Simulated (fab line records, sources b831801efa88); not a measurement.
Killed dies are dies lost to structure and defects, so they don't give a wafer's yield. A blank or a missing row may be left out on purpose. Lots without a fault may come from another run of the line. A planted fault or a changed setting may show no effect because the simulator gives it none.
Which tool did it? | flow gf180mcu | 6 lots, 18 wafers sampled, at 2 steps of a route of 602

WHAT THE GAUGES READ, wafer by wafer
GF_V5_THK_MEAS_01.
lot  | measured     | on            | V5_CVD_00_THK (nm)
L455 | day 26 21:38 | film_metro-02 | 298 302 294
L457 | day 27 10:22 | film_metro-02 | 296 304 305
L468 | day 31 02:04 | film_metro-03 | 303 294 300
L470 | day 31 13:41 | film_metro-03 | 299 307 296
L472 | day 31 22:57 | film_metro-04 | 305 301 301
L474 | day 32 12:20 | film_metro-03 | 297 300 296

WHICH TOOL RAN EACH LOT (tool, then ch and the chambers of the sampled wafers, then the start)
lot  | GF_SALICIDE_WET_ETCH_01
L455 | wet_bench-03 ch 1, day 15 19:07
L457 | wet_bench-01 ch 0, day 16 09:16
L468 | wet_bench-02 ch 3, day 20 20:59
L470 | wet_bench-02 ch 1, day 21 12:22
L472 | wet_bench-02 ch 0, day 22 00:49
L474 | wet_bench-02 ch 0, day 22 18:58
- GF_SALICIDE_WET_ETCH_01: etches SiO2 in dHF, target depth 5 nm, time 100 s.

THE ANSWER, worked out from the rows above alone
Rule: what is usual is taken from the lots themselves. Put in order of their means at a reading, lots are off if they are a third of the lots or fewer, leave a main group of 4 or more, and stand apart from it by a gap of 3 or more times the standard deviation of the main group's means; of several such gaps the widest counts. A main group whose means are all the same, to the digits that the tables above print for the reading, isn't used. A lot without any number at a reading at which 4 lots or more have one is off too. The other lots that the step has rows for count as sound.
No lot is off at any reading shown: from this, nothing can be told.

WHAT THE SIMULATOR HAD PUT IN
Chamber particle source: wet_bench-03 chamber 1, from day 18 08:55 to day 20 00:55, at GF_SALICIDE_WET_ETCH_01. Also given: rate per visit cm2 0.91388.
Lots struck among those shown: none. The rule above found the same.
